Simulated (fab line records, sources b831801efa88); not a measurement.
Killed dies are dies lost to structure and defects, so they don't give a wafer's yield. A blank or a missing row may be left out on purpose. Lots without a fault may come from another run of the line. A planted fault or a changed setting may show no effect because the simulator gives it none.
A sampling plan put to the test | flow sky130 | one fab line, 48 faults that these records tell of, each judged on the records of the lots that it struck
The plan is the line's own looks: the steps of the route at which a gauge or an inspection reads the wafer and doesn't change it. A look can be judged if struck wafers have a number there and the file gives its usual mean and standard deviation on fault-free wafers. Caught: at a look after the fault's first step, the mean of the struck wafers lies 4 or more of those standard deviations (sigma) from the usual mean. On the tool: the same test on the tool's own readings at the fault's steps. Another recipe on the struck wafers, or a record that is blank for them alone, also counts as caught.

THE FAULTS, as the simulator had put them in
1. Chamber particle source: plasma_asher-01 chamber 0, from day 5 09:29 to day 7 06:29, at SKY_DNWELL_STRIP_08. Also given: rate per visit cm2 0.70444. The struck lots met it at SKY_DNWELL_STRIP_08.
2. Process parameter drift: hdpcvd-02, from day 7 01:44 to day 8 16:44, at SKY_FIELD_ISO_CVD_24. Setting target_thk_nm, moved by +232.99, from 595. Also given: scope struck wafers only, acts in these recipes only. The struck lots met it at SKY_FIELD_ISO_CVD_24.
3. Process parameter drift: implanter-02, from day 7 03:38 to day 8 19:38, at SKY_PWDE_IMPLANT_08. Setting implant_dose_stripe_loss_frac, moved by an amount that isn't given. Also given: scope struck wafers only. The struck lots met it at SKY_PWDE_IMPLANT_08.
4. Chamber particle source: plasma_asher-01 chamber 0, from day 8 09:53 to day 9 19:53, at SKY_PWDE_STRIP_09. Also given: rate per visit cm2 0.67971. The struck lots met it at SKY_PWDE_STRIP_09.
5. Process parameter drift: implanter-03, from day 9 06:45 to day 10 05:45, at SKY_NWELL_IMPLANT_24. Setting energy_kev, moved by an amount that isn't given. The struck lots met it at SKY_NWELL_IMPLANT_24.
6. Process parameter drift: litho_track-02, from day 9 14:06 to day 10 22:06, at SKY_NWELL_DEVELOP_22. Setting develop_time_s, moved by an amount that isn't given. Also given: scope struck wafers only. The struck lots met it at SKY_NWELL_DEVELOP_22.
7. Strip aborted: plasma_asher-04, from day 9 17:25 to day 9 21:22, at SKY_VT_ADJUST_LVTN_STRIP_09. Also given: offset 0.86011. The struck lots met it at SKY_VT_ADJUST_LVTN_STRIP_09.
8. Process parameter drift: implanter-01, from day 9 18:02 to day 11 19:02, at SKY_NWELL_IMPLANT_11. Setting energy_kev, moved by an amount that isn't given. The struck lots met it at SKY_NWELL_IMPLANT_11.
9. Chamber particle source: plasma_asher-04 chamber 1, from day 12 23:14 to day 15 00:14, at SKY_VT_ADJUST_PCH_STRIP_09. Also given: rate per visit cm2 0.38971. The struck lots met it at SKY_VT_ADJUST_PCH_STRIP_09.
10. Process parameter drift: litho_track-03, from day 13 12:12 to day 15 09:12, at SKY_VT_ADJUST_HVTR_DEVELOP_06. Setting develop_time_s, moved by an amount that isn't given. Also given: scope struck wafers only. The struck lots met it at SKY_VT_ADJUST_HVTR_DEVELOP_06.
11. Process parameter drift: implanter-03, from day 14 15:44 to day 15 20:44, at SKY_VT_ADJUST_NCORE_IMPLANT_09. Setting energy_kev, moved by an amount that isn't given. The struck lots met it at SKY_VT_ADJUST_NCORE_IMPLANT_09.
12. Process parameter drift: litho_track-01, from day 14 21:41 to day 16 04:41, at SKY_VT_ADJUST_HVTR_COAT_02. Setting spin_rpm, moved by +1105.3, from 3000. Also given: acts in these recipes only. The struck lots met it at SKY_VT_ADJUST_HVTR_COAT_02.
13. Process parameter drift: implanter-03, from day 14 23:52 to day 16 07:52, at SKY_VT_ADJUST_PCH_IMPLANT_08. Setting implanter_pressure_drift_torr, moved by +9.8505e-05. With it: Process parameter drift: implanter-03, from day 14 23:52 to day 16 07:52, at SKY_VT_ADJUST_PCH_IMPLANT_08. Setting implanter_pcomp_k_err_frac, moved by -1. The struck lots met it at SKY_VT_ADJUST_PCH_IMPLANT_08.
14. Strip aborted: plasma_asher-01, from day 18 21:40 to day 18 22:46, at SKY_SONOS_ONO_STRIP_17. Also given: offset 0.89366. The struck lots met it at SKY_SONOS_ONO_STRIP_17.
15. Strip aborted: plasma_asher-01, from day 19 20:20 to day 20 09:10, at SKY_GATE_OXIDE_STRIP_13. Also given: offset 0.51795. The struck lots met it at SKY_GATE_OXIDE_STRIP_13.
16. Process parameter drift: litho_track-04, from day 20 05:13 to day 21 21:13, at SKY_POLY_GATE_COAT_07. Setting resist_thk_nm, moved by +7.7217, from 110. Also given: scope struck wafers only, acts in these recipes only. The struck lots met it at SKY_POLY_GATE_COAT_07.
17. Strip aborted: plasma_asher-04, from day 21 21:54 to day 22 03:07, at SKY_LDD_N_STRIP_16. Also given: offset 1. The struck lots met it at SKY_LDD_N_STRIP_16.
18. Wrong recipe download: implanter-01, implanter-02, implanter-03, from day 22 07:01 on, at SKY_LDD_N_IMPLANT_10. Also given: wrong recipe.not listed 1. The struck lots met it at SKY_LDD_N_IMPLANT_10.
19. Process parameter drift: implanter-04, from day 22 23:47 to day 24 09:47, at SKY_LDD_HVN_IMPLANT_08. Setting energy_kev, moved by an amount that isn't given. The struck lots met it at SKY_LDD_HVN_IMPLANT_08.
20. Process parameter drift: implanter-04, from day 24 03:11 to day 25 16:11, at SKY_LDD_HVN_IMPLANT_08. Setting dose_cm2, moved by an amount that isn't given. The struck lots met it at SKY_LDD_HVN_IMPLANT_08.
21. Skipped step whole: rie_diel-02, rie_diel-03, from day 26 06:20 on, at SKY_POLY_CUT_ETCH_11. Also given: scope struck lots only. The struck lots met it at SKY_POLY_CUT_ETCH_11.
22. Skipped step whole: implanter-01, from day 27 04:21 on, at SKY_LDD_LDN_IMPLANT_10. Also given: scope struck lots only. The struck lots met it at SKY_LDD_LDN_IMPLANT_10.
23. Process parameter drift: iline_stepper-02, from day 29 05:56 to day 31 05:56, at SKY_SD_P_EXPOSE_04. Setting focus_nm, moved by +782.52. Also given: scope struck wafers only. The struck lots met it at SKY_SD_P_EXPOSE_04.
24. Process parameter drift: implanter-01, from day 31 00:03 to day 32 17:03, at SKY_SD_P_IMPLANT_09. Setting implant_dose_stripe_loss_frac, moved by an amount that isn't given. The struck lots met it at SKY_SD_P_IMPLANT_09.
25. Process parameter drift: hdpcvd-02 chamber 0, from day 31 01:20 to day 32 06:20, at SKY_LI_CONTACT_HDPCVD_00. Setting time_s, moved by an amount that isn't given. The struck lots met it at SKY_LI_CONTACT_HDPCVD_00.
26. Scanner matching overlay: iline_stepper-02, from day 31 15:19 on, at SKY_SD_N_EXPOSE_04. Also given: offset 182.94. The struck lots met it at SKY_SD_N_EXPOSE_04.
27. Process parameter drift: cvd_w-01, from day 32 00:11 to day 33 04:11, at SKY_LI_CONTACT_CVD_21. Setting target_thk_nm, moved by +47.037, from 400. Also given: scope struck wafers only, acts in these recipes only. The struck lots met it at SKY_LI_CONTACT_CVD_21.
28. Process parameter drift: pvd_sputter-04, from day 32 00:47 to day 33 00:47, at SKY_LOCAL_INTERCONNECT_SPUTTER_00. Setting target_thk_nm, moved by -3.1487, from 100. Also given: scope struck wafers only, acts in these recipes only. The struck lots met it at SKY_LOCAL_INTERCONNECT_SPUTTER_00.
29. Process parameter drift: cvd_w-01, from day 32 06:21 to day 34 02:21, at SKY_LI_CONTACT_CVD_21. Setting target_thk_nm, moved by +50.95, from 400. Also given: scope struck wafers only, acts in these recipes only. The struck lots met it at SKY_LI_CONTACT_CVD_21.
30. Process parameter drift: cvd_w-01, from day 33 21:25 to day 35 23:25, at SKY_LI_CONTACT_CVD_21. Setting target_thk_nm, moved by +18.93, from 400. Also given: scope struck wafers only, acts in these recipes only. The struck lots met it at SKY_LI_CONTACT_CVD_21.
31. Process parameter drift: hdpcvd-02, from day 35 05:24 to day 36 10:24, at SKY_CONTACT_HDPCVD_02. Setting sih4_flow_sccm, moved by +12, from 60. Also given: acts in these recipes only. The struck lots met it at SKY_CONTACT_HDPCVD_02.
32. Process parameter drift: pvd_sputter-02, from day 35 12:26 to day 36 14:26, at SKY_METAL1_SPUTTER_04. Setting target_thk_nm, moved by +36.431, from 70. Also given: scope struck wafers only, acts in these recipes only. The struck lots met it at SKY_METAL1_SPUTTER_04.
33. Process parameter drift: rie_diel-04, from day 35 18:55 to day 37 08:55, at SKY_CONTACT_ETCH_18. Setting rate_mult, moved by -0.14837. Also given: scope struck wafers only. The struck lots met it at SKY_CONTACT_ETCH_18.
34. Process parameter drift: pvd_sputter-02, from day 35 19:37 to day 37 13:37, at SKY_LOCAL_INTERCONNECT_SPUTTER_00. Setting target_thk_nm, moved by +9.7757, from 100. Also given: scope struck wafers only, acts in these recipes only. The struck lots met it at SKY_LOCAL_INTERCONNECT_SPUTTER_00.
35. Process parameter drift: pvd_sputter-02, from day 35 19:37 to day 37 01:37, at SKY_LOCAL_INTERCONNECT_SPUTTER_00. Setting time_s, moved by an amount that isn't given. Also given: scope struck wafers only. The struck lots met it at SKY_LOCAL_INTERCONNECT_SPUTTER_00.
36. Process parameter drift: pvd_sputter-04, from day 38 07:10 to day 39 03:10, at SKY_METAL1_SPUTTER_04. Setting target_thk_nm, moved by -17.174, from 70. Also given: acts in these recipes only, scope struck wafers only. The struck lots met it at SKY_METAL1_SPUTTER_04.
37. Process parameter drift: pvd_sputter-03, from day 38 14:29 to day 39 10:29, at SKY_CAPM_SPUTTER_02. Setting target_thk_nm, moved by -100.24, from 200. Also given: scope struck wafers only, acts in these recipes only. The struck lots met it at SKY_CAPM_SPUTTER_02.
38. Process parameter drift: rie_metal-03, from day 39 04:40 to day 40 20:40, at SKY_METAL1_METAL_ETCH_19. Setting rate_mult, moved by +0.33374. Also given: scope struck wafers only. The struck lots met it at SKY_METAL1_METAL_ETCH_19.
39. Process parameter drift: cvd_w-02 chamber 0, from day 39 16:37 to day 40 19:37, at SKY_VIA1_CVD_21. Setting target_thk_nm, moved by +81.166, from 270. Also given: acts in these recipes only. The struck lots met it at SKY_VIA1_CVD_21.
40. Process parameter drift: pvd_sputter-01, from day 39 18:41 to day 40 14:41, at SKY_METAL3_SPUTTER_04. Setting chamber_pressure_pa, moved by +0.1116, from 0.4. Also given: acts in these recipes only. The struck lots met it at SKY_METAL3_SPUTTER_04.
41. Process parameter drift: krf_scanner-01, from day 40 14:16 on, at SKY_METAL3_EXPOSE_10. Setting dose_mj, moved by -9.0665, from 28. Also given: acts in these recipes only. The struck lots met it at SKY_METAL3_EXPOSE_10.
42. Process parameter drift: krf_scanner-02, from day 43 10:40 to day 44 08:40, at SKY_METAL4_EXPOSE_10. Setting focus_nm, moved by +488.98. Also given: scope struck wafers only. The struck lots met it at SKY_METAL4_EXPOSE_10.
43. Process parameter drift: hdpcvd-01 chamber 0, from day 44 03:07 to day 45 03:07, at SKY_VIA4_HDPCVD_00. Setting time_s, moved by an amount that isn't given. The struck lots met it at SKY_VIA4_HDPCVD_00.
44. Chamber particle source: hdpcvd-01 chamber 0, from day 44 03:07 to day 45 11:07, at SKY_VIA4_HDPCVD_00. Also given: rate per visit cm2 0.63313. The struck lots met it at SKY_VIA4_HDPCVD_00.
45. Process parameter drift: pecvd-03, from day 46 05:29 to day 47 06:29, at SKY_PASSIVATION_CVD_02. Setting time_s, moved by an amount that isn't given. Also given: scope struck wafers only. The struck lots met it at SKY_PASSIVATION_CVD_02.
46. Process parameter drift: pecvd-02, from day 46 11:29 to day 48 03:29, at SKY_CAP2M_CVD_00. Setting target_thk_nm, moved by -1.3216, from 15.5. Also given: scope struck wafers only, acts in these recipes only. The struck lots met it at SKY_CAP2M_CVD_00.
47. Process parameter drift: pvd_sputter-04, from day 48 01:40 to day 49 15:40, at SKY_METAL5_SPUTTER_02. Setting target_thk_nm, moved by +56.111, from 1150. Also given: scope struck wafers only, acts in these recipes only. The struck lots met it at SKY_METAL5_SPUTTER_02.
48. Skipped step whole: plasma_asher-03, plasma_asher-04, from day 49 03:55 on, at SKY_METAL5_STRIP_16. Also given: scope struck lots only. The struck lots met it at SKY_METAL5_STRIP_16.

WHAT THE PLAN SAW
fault | on the tool itself                               | first look that catches it                      | reading, sigma                                             | median hours from its first step to that look | hours from the fault's start to the first struck lot there | judged looks passed uncaught
1     | under 2 sigma                                    | none of the 2 looks that can be judged after it | -                                                          | -                                             | -                                                          | 2
2     | no reading that can be judged                    | SKY_FIELD_ISO_THK_MEAS_25                       | FIELD_ISO_CVD_24_THK +36                                   | 0.1                                           | 5                                                          | 0
3     | under 2 sigma                                    | SKY_NWELL_RS_MEAS_31                            | PWDE_RS +22                                                | 43.4                                          | 53                                                         | 1
4     | under 2 sigma                                    | no look after it can be judged                  | -                                                          | -                                             | -                                                          | 0
5     | beam_energy_keV -99 or beyond sigma              | none of the 3 looks that can be judged after it | strongest: NWELL_2_TW at SKY_NWELL_TW_MEAS_26, -3.0        | -                                             | -                                                          | 3
6     | no reading that can be judged                    | none of the 8 looks that can be judged after it | -                                                          | -                                             | -                                                          | 8
7     | oes_product_au +45 sigma                         | SKY_VT_ADJUST_LVTN_TW_MEAS_21                   | VT_ADJUST_LVTN_2_TW -99 or beyond                          | 23.0                                          | 27                                                         | 0
8     | beam_energy_keV -99 or beyond sigma              | SKY_NWELL_RS_MEAS_29                            | NWELL_RS +7.7                                              | 23.4                                          | 28                                                         | 0
9     | under 2 sigma                                    | no look after it can be judged                  | -                                                          | -                                             | -                                                          | 0
10    | under 2 sigma                                    | SKY_VT_ADJUST_HVTR_CD_MEAS_07                   | cd_nm +14                                                  | 0.1                                           | 39                                                         | 0
11    | beam_energy_keV -99 or beyond sigma              | SKY_VT_ADJUST_NCORE_TW_MEAS_11                  | VT_ADJUST_NCORE_TW -9.1                                    | 0.2                                           | 1                                                          | 0
12    | spin_speed_rpm +99 or beyond sigma               | SKY_VT_ADJUST_HVTR_CD_MEAS_07                   | cd_nm +7.6                                                 | 14.0                                          | 22                                                         | 0
13    | end_station_pressure_torr +99 or beyond sigma    | SKY_VT_ADJUST_PCH_TW_MEAS_10                    | VT_ADJUST_PCH_TW +9.0                                      | 0.2                                           | 13                                                         | 0
14    | oes_product_au +31 sigma                         | no look after it can be judged                  | -                                                          | -                                             | -                                                          | 0
15    | oes_product_au +56 sigma                         | no look after it can be judged                  | -                                                          | -                                             | -                                                          | 0
16    | no reading that can be judged                    | no look after it can be judged                  | -                                                          | -                                             | -                                                          | 0
17    | oes_product_au +42 sigma                         | SKY_LDD_P_TW_MEAS_11                            | LDD_P_TW -99 or beyond                                     | 31.2                                          | 36                                                         | 0
18    | under 2 sigma                                    | no look after it can be judged                  | -                                                          | -                                             | -                                                          | 0
19    | beam_energy_keV +99 or beyond sigma              | SKY_LDD_HVN_TW_MEAS_10                          | LDD_HVN_TW +8.4                                            | 0.2                                           | 13                                                         | 0
20    | dose_ions_cm2 +99 or beyond sigma                | SKY_LDD_HVN_TW_MEAS_10                          | LDD_HVN_TW +99 or beyond                                   | 0.2                                           | 14                                                         | 0
21    | the tool's record is blank for the struck wafers | no look after it can be judged                  | -                                                          | -                                             | -                                                          | 0
22    | the tool's record is blank for the struck wafers | SKY_LDD_LDN_TW_MEAS_13                          | LDD_LDN_TW -12                                             | 0.4                                           | 1                                                          | 0
23    | no reading that can be judged                    | none of the 2 looks that can be judged after it | strongest: cd_nm at SKY_SD_P_CD_MEAS_07, -3.7              | -                                             | -                                                          | 2
24    | no reading that can be judged                    | none of the 2 looks that can be judged after it | strongest: SD_P_RS at SKY_SD_N_RS_MEAS_17, +2.5            | -                                             | -                                                          | 2
25    | run_length_s +99 or beyond sigma                 | SKY_LI_CONTACT_THK_MEAS_01                      | LI_CONTACT_HDPCVD_THK +50                                  | 0.1                                           | 1                                                          | 0
26    | no reading that can be judged                    | SKY_SD_N_OVL_MEAS_08                            | SD_N_OVL +99 or beyond                                     | 13.3                                          | 18                                                         | 0
27    | under 2 sigma                                    | SKY_LI_CONTACT_RS_MEAS_22                       | LI_CONTACT_W_RS -9.3                                       | 0.1                                           | 6                                                          | 0
28    | under 2 sigma                                    | SKY_LOCAL_INTERCONNECT_RS_MEAS_01               | LOCAL_INTERCONNECT_TIN_RS +4.1                             | 0.1                                           | 7                                                          | 0
29    | under 2 sigma                                    | SKY_LI_CONTACT_RS_MEAS_22                       | LI_CONTACT_W_RS -10                                        | 0.1                                           | 1                                                          | 0
30    | under 2 sigma                                    | SKY_LI_CONTACT_RS_MEAS_22                       | LI_CONTACT_W_RS -4.3                                       | 0.1                                           | 15                                                         | 0
31    | sih4_flow_sccm +62 sigma                         | SKY_CONTACT_THK_MEAS_03                         | CONTACT_HDPCVD_THK +16                                     | 0.1                                           | 11                                                         | 0
32    | under 2 sigma                                    | none of the 2 looks that can be judged after it | strongest: METAL1_ALCU_THK at SKY_METAL1_THK_MEAS_06, -3.5 | -                                             | -                                                          | 2
33    | under 2 sigma                                    | not the one look that can be judged after it    | -                                                          | -                                             | -                                                          | 1
34    | under 2 sigma                                    | SKY_LOCAL_INTERCONNECT_RS_MEAS_01               | LOCAL_INTERCONNECT_TIN_RS -9.6                             | 0.1                                           | 9                                                          | 0
35    | under 2 sigma                                    | SKY_LOCAL_INTERCONNECT_RS_MEAS_01               | LOCAL_INTERCONNECT_TIN_RS +6.3                             | 0.1                                           | 9                                                          | 0
36    | under 2 sigma                                    | none of the 2 looks that can be judged after it | strongest: METAL1_ALCU_THK at SKY_METAL1_THK_MEAS_06, +3.8 | -                                             | -                                                          | 2
37    | under 2 sigma                                    | SKY_CAPM_RS_MEAS_03                             | CAPM_TIN_RS +97                                            | 0.1                                           | 16                                                         | 0
38    | under 2 sigma                                    | no look after it can be judged                  | -                                                          | -                                             | -                                                          | 0
39    | under 2 sigma                                    | SKY_VIA1_RS_MEAS_22                             | VIA1_W_RS -22                                              | 0.1                                           | 6                                                          | 0
40    | chamber_pressure_pa +99 or beyond sigma          | no look after it can be judged                  | -                                                          | -                                             | -                                                          | 0
41    | exposure_dose_mJ_cm2 -99 or beyond sigma         | SKY_METAL3_CD_MEAS_13                           | cd_nm +47                                                  | 11.9                                          | 33                                                         | 0
42    | no reading that can be judged                    | SKY_METAL4_CD_MEAS_13                           | cd_nm -88                                                  | 11.2                                          | 15                                                         | 0
43    | run_length_s +60 sigma                           | SKY_VIA4_THK_MEAS_01                            | VIA4_HDPCVD_THK +10                                        | 0.2                                           | 9                                                          | 0
44    | under 2 sigma                                    | no look after it can be judged                  | -                                                          | -                                             | -                                                          | 0
45    | under 2 sigma                                    | SKY_PASSIVATION_THK_MEAS_03                     | PASSIVATION_CVD_02_THK -4.1                                | 0.2                                           | 5                                                          | 0
46    | under 2 sigma                                    | SKY_CAP2M_THK_MEAS_01                           | CAP2M_CVD_00_THK -5.1                                      | 0.1                                           | 2                                                          | 0
47    | under 2 sigma                                    | none of the 2 looks that can be judged after it | strongest: METAL5_ALCU_RS at SKY_METAL5_RS_MEAS_05, -3.7   | -                                             | -                                                          | 2
48    | no reading that can be judged                    | no look after it can be judged                  | -                                                          | -                                             | -                                                          | 0
A dash: the fault isn't caught, or these records don't give the number.

Caught at a look: 28 of 48. Caught on the tool: 18 of 48. By one or the other: 33 of 48.
Caught on the tool alone: faults 5, 14, 15, 21, 40.
Caught at a look alone: faults 2, 3, 10, 26, 27, 28, 29, 30, 34, 35, 37, 39, 42, 45, 46.
Caught by neither: faults 1, 4, 6, 9, 16, 18, 23, 24, 32, 33, 36, 38, 44, 47, 48.

THINNER SAMPLING
If the look that catches a fault measured only every second or every third lot, by lot number, the first struck lot would be measured this late in the worst case:
fault | struck lots at that look, in order of time | every lot | every second lot | every third lot
2     | L528                                       | 5 h       | may miss it      | may miss it
3     | L314                                       | 53 h      | may miss it      | may miss it
7     | L475                                       | 27 h      | may miss it      | may miss it
8     | L484, L485, L486                           | 28 h      | 33 h             | 35 h
10    | L494                                       | 39 h      | may miss it      | may miss it
11    | L484, L485                                 | 1 h       | 14 h             | may miss all 2
12    | L692, L693, L694                           | 22 h      | 22 h             | 35 h
13    | L984, L986                                 | 13 h      | may miss all 2   | may miss all 2
17    | L360                                       | 36 h      | may miss it      | may miss it
19    | L195, L196                                 | 13 h      | 14 h             | may miss all 2
20    | L883, L885                                 | 14 h      | may miss all 2   | may miss all 2
22    | L648, L650, L651                           | 1 h       | 33 h             | may miss all 3
25    | L252                                       | 1 h       | may miss it      | may miss it
26    | L338, L339, L341, L342                     | 18 h      | 39 h             | may miss all 4
27    | L494                                       | 6 h       | may miss it      | may miss it
28    | L141, L142                                 | 7 h       | 22 h             | may miss all 2
29    | L822, L825                                 | 1 h       | 25 h             | may miss all 2
30    | L245, L246                                 | 15 h      | 22 h             | may miss all 2
31    | L767, L768                                 | 11 h      | 19 h             | may miss all 2
34    | L148                                       | 9 h       | may miss it      | may miss it
35    | L918, L919                                 | 9 h       | 15 h             | may miss all 2
37    | L818                                       | 16 h      | may miss it      | may miss it
39    | L186, L187, L188                           | 6 h       | 11 h             | 25 h
41    | L435, L436                                 | 33 h      | 43 h             | may miss all 2
42    | L286, L287, L288                           | 15 h      | 24 h             | 26 h
43    | L605, L607                                 | 9 h       | may miss all 2   | may miss all 2
45    | L219, L220, L221                           | 5 h       | 6 h              | 17 h
46    | L161, L162                                 | 2 h       | 6 h              | may miss all 2
Hours are from the fault's start to the first struck lot that is measured. The limit of 4 sigma was tested on all struck wafers together, so one lot alone may lie under it. Other struck lots may not be in these records.

THE LONGEST TIMED WAY FROM STEP TO LOOK
Fault 3: a median of 43.4 hours passes between SKY_PWDE_IMPLANT_08 and SKY_NWELL_RS_MEAS_31. The look between them that can be judged stayed within 4 sigma: SKY_PWDE_TW_MEAS_10.
